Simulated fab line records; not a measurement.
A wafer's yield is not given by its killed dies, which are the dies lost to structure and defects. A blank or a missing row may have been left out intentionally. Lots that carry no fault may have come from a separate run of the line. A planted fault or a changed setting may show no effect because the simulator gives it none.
A struck lot beside a sound one -- flow sfq line -- 14 steps out of a route of 325
Sound: these wafers, L814.2, L814.3, L814.4. Struck: wafers L824.3, L824.5, L824.6. Last of all comes the cause.
At each step with rows: each side's tool, then ch and its chambers, then its first start. Under that, the readings that differ: sound wafers -- struck wafers -- difference of the means -- sigmas: that difference in standard deviations of wafers without a fault.
alike: readings with means less than 2 such deviations apart, plus words and numbers identical on both sides. not compared: withheld readings, readings lacking a value on some wafer, bounds such as >300 that could conceal the same value, and numbers that have no deviation in the record and whose values overlap.
A row with sigmas, a row that says differs or no value, or rows on one side alone: a step with any of these is where the two part. Numbers that don't overlap but have no deviation are shown without sigmas and don't part them. A reading missing from all wafers of one side parts the sides only when that side holds two or more wafers.

first, 2 steps without rows for these wafers: SFQ_TRILAYER_I2_VIA_STRIP_SOLV_CLEAN_072 (cleans in NMP, time 600 s); SFQ_TRILAYER_M3_DEP_PRE_CLEAN_074 (time 22.5 s).
SFQ_TRILAYER_M3_DEP_SPUTTER_073: material Nb, target thk 200 nm, time 133.3 s.
  struck on pvd sputter-05, day 26 14:52; sound on pvd sputter-05, day 23 03:38
  alike: chamber pressure pa, throttle valve pct
SFQ_M3_RS_MEAS_919: measurement is done with a four-point probe.
  struck on film metro-04, day 26 15:00; sound on film metro-02, day 23 03:44
  alike: M3_NB_RS
then, 6 steps without rows for these wafers: SFQ_TRILAYER_M3_LITHO_COAT_080 (resist thk 62 nm); SFQ_TRILAYER_M3_LITHO_COAT_075 (resist thk 600 nm); SFQ_TRILAYER_M3_LITHO_SOFTBAKE_079; SFQ_TRILAYER_M3_LITHO_EXPOSE_076 (exposes mask M3, target cd 500 nm); SFQ_TRILAYER_M3_LITHO_PEB_078 (peb time 60 s); SFQ_TRILAYER_M3_LITHO_DEVELOP_077 (time 60 s).
-- the record jumps here: 4 days lie between the struck wafers' starts before and after --
SFQ_M3_OVL_MEAS_921:
  struck on overlay-01, day 30 18:59; sound on overlay-02, day 27 05:29
  alike: M3_OVL
SFQ_TRILAYER_M3_BARC_OPEN_METAL_ETCH_100: etches BARC in O2, target depth 125 nm, time 41.7 s.
  sound on rie metal-03 ch 0,1, day 27 05:31; struck on rie metal-03 ch 0,1, day 30 19:02
reading,sound,struck,difference,sigmas
rf fwd power W (W),595.2 598.5 594.5,496.7 494.4 500.0,-99.0,-45
model.KrF_of_TRILAYER_M3_LITHO_COAT_075.thk nm (nm),520.8 519.7 518.9,533 532.9 535.2,+14,
  alike: drypump motor current A, oes product au
  not compared: rf hours counter h
SFQ_TRILAYER_M3_ETCH_METAL_ETCH_078: etches Nb in Cl2/Ar, stops on SiO2, target depth 240 nm, time 120 s.
  sound on rie metal-03 ch 0,1, day 27 05:34; struck on rie metal-03 ch 0,1, day 30 19:07
reading,sound,struck,difference,sigmas
model.KrF_of_TRILAYER_M3_LITHO_COAT_075.thk nm (nm),379.5 377.1 376.7,391.2 389.8 396.3,+14.7,
  alike: drypump motor current A, oes product au, rf fwd power W
  not compared: rf hours counter h
SFQ_TRILAYER_M3_STRIP_STRIP_079: strips in O2.
  sound on rie metal-03 ch 0,1, day 27 05:41; struck on rie metal-03 ch 0,1, day 30 19:23
  alike: drypump motor current A, oes product au
  not compared: rf hours counter h

## WHERE THEY PART
At SFQ_TRILAYER_M3_BARC_OPEN_METAL_ETCH_100 and nowhere else, as far as this record goes. Later steps at which nothing parts them and some readings are alike: SFQ_TRILAYER_M3_ETCH_METAL_ETCH_078, SFQ_TRILAYER_M3_STRIP_STRIP_079.

WHY: the cause the simulator had injected
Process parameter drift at SFQ_TRILAYER_M3_BARC_OPEN_METAL_ETCH_100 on rie metal-03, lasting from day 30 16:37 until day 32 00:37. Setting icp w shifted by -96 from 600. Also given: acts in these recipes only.
